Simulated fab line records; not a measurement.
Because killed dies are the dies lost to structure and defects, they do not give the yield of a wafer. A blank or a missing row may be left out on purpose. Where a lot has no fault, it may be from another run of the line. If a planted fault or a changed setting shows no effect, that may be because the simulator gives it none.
Which of the tools did it?	flow sfq-line	Sampling: 14 lots, 42 wafers, 6 of 325 route steps

## WHAT THE GAUGES SHOWED, per wafer
SFQ_I6_OVL_MEAS_942. Usual: I6_OVL -5 nm, standard deviation 4.8.
lot	measured	on	I6_OVL (nm)	flag
L371	day 78 15:28	overlay-01	-10 -9 -1	
L372	day 78 22:41	overlay-01	0 -2 -7	
L374	day 80 05:16	overlay-02	-4 -2 -2	
L375	day 80 08:52	overlay-02	3 3 2	
L376	day 81 11:16	overlay-02	-5 -5 -9	
L377	day 81 13:40	overlay-01	-4 -3 -6	
L378	day 81 14:52	overlay-01	-5 -5 0	
L383	day 81 23:16	overlay-01	-5 -6 -5	
L384	day 82 00:28	overlay-01	-8 -7 -6	
L389	day 83 23:16	overlay-01	3 3 5	
L390	day 84 00:28	overlay-01	-13 -3 -6	
L391	day 84 02:52	overlay-01	-8 -7 -7	
L392	day 84 05:16	overlay-01	-11 -13 -12	
L393	day 84 06:28	overlay-01	-2 -5 -9	

SFQ_M8_THK_MEAS_950: measures by xrf. Usual: M8_AU_THK 184.5 nm, standard deviation 2.
lot	measured	on	M8_AU_THK (nm)	flag
L371	day 83 23:43	film-metro-04	180.6 180.3 181.7	
L372	day 84 02:08	film-metro-02	184.9 188.0 186.1	
L374	day 84 23:52	film-metro-01	186.2 187.7 184.8	
L375	day 88 19:58	film-metro-02	183.6 185.3 186.4	
L376	day 89 13:58	film-metro-01	183.5 185.5 184.7	
L377	day 89 16:22	film-metro-01	184.6 186.1 183.6	
L378	day 89 17:35	film-metro-04	182.3 185.1 184.2	
L383	day 90 06:46	film-metro-01	186.1 183.5 187.6	
L384	day 90 10:22	film-metro-01	185.1 182.6 184.1	
L389	day 91 17:06	film-metro-04	184.0 181.6 183.6	
L390	day 91 18:18	film-metro-04	182.6 183.0 182.3	
L391	day 91 20:42	film-metro-04	183.4 181.6 182.6	
L392	day 91 21:55	film-metro-01	184.5 183.7 184.3	
L393	day 91 23:07	film-metro-01	185.9 183.9 185.7	

## TOOL THAT RAN EACH LOT (tool first, then ch and the chambers of the sampled wafers, then the start)
lot	SFQ_TRILAYER_I7_DEP_PECVD_183	SFQ_TRILAYER_I7_CMP_CMP_184	SFQ_TRILAYER_I7_METRO_MEASURE_185	SFQ_TRILAYER_I7_VIA_ETCH_VIA_ETCH_190
L371	pecvd-04 ch 0,2, day 79 21:22	cmp-01 ch 0,1,2, day 79 22:02	film-metro-04, day 80 01:10	rie-diel-04 ch 1,2,3, day 83 17:20
L372	pecvd-01 ch 0,1,2, day 79 23:48	cmp-02 ch 1,2, day 79 23:50	film-metro-03, day 80 03:34	rie-diel-01 ch 0,1,2, day 83 19:44
L374	pecvd-02 ch 0,1,2, day 80 15:22	cmp-01 ch 0,2,3, day 80 20:52	film-metro-01, day 80 23:23	rie-diel-02 ch 0,1,2, day 84 17:20
L375	pecvd-02 ch 0,1,2, day 80 18:58	cmp-02 ch 0,1,2, day 80 23:50	film-metro-04, day 81 02:58	rie-diel-02 ch 0,1,2, day 85 01:26
L376	pecvd-04 ch 0,1,2, day 81 16:23	cmp-02 ch 1,3, day 81 16:58	film-metro-01, day 81 19:35	rie-diel-01 ch 0,1, day 85 19:26
L377	pecvd-01 ch 1,2, day 81 18:47	cmp-01 ch 1,3, day 81 18:52	film-metro-04, day 81 21:59	rie-diel-04 ch 2,3, day 85 21:50
L378	pecvd-02 ch 0,2, day 81 19:59	cmp-02 ch 2,3, day 81 20:04	film-metro-01, day 81 23:35	rie-diel-02 ch 0,1,2, day 85 23:02
L383	pecvd-02 ch 1,2, day 82 04:23	cmp-02 ch 0,1,3, day 82 05:40	film-metro-01, day 82 09:13	rie-diel-02 ch 1,2,3, day 86 08:38
L384	pecvd-01 ch 0,1, day 82 05:35	cmp-01 ch 0,1,2, day 82 08:47	film-metro-03, day 82 10:54	rie-diel-01 ch 0,2,3, day 86 13:26
L389	pecvd-02 ch 0,1,2, day 84 05:58	cmp-01 ch 0,1,3, day 84 09:07	film-metro-04, day 84 10:44	rie-diel-02 ch 0,1,2, day 88 03:25
L390	pecvd-01 ch 1,2, day 84 07:10	cmp-02 ch 1,2,3, day 84 10:51	film-metro-03, day 84 12:58	rie-diel-04 ch 0,1, day 88 04:37
L391	pecvd-04 ch 1,2, day 84 09:34	cmp-02 ch 0,2,3, day 84 13:51	film-metro-04, day 84 15:58	rie-diel-01 ch 1,2,3, day 88 07:01
L392	pecvd-02 ch 0,1,2, day 84 10:46	cmp-01 ch 1,2,3, day 84 13:37	film-metro-03, day 84 16:56	rie-diel-02 ch 1,2,3, day 88 08:13
L393	pecvd-04 ch 0,1,2, day 84 13:10	cmp-01 ch 1,2,3, day 84 17:37	film-metro-01, day 84 19:56	rie-diel-04 ch 2,3, day 88 10:37
- SFQ_TRILAYER_I7_DEP_PECVD_183: deposits SiO2 from SiH4/N2O, time 111.11 s, target thk 500 nm.
- SFQ_TRILAYER_I7_CMP_CMP_184: polishes SiO2.
- SFQ_TRILAYER_I7_METRO_MEASURE_185
- SFQ_TRILAYER_I7_VIA_ETCH_VIA_ETCH_190: etches SiO2 in CHF3, stops on Nb, target depth 260 nm.

## AS READ BY THE TOOLS THEMSELVES (means over the sampled wafers that have a number; for cases with no such wafer, the mark the record gives instead)
SFQ_TRILAYER_I7_DEP_PECVD_183. Usual: chamber-pressure-Torr 2.400 Torr, standard deviation 0.0058; heater-power-w 95 W, standard deviation 9.6; susceptor-temp-C 149.98 C, standard deviation 0.15; throttle-valve-pct 24.2 %, standard deviation 0.83.
lot	tool	chamber-pressure-Torr (Torr)	heater-power-w (W)	susceptor-temp-C (C)	throttle-valve-pct (%)	flag
L371	pecvd-04	2.394	90	149.98	23.5	
L372	pecvd-01	2.404	106	150.01	23.4	
L374	pecvd-02	2.401	95	149.93	24.7	
L375	pecvd-02	2.400	95	150.01	24.9	
L376	pecvd-04	2.395	91	150.02	24.0	
L377	pecvd-01	2.402	106	149.90	23.2	
L378	pecvd-02	2.403	101	149.89	24.4	
L383	pecvd-02	2.396	106	149.92	25.3	
L384	pecvd-01	2.398	101	149.92	24.0	
L389	pecvd-02	2.398	98	149.97	24.7	
L390	pecvd-01	2.400	108	149.84	23.8	
L391	pecvd-04	2.400	84	150.00	24.7	
L392	pecvd-02	2.398	92	149.95	24.9	
L393	pecvd-04	2.402	88	149.94	24.2	

SFQ_TRILAYER_I7_CMP_CMP_184. Usual: motor-current-A 9.7 A, standard deviation 0.92; time-to-endpoint-s 212 s, standard deviation 6.3.
lot	tool	motor-current-A (A)	time-to-endpoint-s (s)	flag
L371	cmp-01	9.1	216	
L372	cmp-02	10.1	216	
L374	cmp-01	9.4	221	
L375	cmp-02	10.4	204	
L376	cmp-02	10.4	207	
L377	cmp-01	9.5	213	
L378	cmp-02	10.4	207	
L383	cmp-02	10.4	206	
L384	cmp-01	9.0	214	
L389	cmp-01	8.8	209	
L390	cmp-02	10.4	233	OFF
L391	cmp-02	10.3	237	OFF
L392	cmp-01	9.5	213	
L393	cmp-01	9.6	213	

SFQ_TRILAYER_I7_METRO_MEASURE_185. Usual: thk-nm reads 199.3 nm (standard deviation 0.83).
lot	tool	thk-nm (nm)	flag
L371	film-metro-04	200.1	
L372	film-metro-03	198.2	
L374	film-metro-01	199.4	
L375	film-metro-04	199.1	
L376	film-metro-01	198.5	
L377	film-metro-04	200.0	
L378	film-metro-01	199.5	
L383	film-metro-01	199.1	
L384	film-metro-03	199.5	
L389	film-metro-04	199.5	
L390	film-metro-03	234.6	OFF
L391	film-metro-04	234.6	OFF
L392	film-metro-03	198.3	
L393	film-metro-01	199.1	

SFQ_TRILAYER_I7_VIA_ETCH_VIA_ETCH_190. Usual: drypump-motor-current-A 5.7 A, standard deviation 0.36; oes-product-au 0.853 a.u., standard deviation 0.0053.
lot	tool	drypump-motor-current-A (A)	oes-product-au (a.u.)	flag
L371	rie-diel-04	5.9	0.849	
L372	rie-diel-01	5.7	0.851	
L374	rie-diel-02	5.7	0.852	
L375	rie-diel-02	5.7	0.850	
L376	rie-diel-01	6.0	0.854	
L377	rie-diel-04	5.8	0.858	
L378	rie-diel-02	5.7	0.855	
L383	rie-diel-02	5.7	0.848	
L384	rie-diel-01	5.7	0.854	
L389	rie-diel-02	5.7	0.851	
L390	rie-diel-04	5.7	0.905	OFF
L391	rie-diel-01	5.4	0.905	OFF
L392	rie-diel-02	5.8	0.841	
L393	rie-diel-04	5.8	0.853	

## THE ANSWER, worked out from the rows above alone
Rule: lot off if the mean of its wafers having a number is beyond 3 standard deviations from the usual mean. A lot without any number at a reading at which 4 lots or more have one is off too. Any other lot the step has rows for is counted as sound. First the gauges in route order, then the tools' own readings, where a lot's mean is used as printed above. At the first step where some lot is off, the reading lying furthest off is the one used; lots without a number count as furthest.
Off: L390, L391 (SFQ_TRILAYER_I7_CMP_CMP_184, time-to-endpoint-s).
If a tool, at that step or one of the process steps before it, ran each lot that is off and ran no sound lot following the first of them, it fits. One fits: SFQ_TRILAYER_I7_CMP_CMP_184 on cmp-02. Its last sound lot is L383 (day 82 05:40), its first lot that is off L390 (day 84 10:51): a fault that began between those two fits.

## WHAT HAD BEEN PUT IN BY THE SIMULATOR
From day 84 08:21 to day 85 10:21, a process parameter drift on cmp-02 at SFQ_TRILAYER_I7_CMP_CMP_184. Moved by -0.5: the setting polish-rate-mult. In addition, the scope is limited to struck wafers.
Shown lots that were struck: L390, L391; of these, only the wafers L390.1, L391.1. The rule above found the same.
